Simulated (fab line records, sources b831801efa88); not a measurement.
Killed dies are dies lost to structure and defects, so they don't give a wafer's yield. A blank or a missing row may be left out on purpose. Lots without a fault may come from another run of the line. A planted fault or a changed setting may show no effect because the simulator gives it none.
One fault seen from 2 desks | flow sky130 | each desk has only its own numbers; what lay behind them comes last

THE TOOL OWNER'S DESK: rie_metal-01
The tool's own readings at SKY_LOCAL_INTERCONNECT_ETCH_13 (etches BARC in N2/H2, stops on SiO2, time 45.9 s, target depth 60 nm): means of the sampled wafers that have a number, for each lot that ran on this tool. A lot is out of limits, marked OUT, if its mean lies more than 4 standard deviations from the usual mean; the brackets give that distance.
Columns: A = drypump_motor_current_A at SKY_LOCAL_INTERCONNECT_ETCH_13, usual 5.9 A; B = n2_flow_sccm at SKY_LOCAL_INTERCONNECT_ETCH_13, usual 100.0 sccm; C = oes_product_au at SKY_LOCAL_INTERCONNECT_ETCH_13, usual 0.849 a.u.; D = throttle_valve_pct at SKY_LOCAL_INTERCONNECT_ETCH_13, usual 13.223 %
lot  | first seen here | A   | B     | C     | D
L555 | day 32 08:19    | 6.5 | 99.9  | 0.848 | 13.222
L556 | day 32 17:55    | 6.3 | 99.8  | 0.852 | 13.221
L558 | day 33 01:08    | 6.3 | 99.9  | 0.849 | 13.218
L559 | day 33 16:44    | 6.5 | 100.0 | 0.847 | 13.229
L562 | day 34 11:49    | 6.7 | 99.5  | 0.847 | 13.228
L568 | day 36 16:49    | 6.3 | 100.3 | 0.852 | 13.218
This desk's finding: nothing out of limits on any of the 6 lots.

THE METROLOGY DESK
What the gauges read, lot by lot, whatever tool the lot ran on: means of the sampled wafers that have a number. A lot is out of limits, marked OUT, if its mean lies more than 4 standard deviations from the usual mean; the brackets give that distance.
Columns: A = cd_nm at SKY_LI_CONTACT_CD_MEAS_12, usual 169.8 nm; B = CONTACT_CVD_00_THK at SKY_CONTACT_THK_MEAS_01, usual 74.9 nm; C = CONTACT_BOW at SKY_CONTACT_BOW_MEAS_05, usual 83 um
lot  | first seen here | A     | B    | C
L554 | day 30 12:00    | 168.3 | 75.0 | 85
L555 | day 31 02:03    | 168.9 | 74.9 | 78
L556 | day 31 12:03    | 167.7 | 73.8 | 79
L558 | day 31 19:51    | 166.6 | 74.5 | 85
L559 | day 32 12:20    | 169.5 | 74.7 | 81
L561 | day 33 02:14    | 170.2 | 74.9 | 81
L562 | day 33 06:32    | 168.3 | 75.8 | 85
L568 | day 35 12:07    | 170.0 | 74.7 | 85
L569 | day 35 15:54    | 172.1 | 75.4 | 77
L573 | day 36 19:15    | 168.7 | 75.4 | 86
L575 | day 36 23:58    | 173.0 | 74.0 | 86
This desk's finding: nothing out of limits on any of the 11 lots.

PUT TOGETHER
The tool owner's desk saw nothing out of limits.
The metrology desk saw nothing out of limits.

WHAT THE SIMULATOR HAD PUT IN
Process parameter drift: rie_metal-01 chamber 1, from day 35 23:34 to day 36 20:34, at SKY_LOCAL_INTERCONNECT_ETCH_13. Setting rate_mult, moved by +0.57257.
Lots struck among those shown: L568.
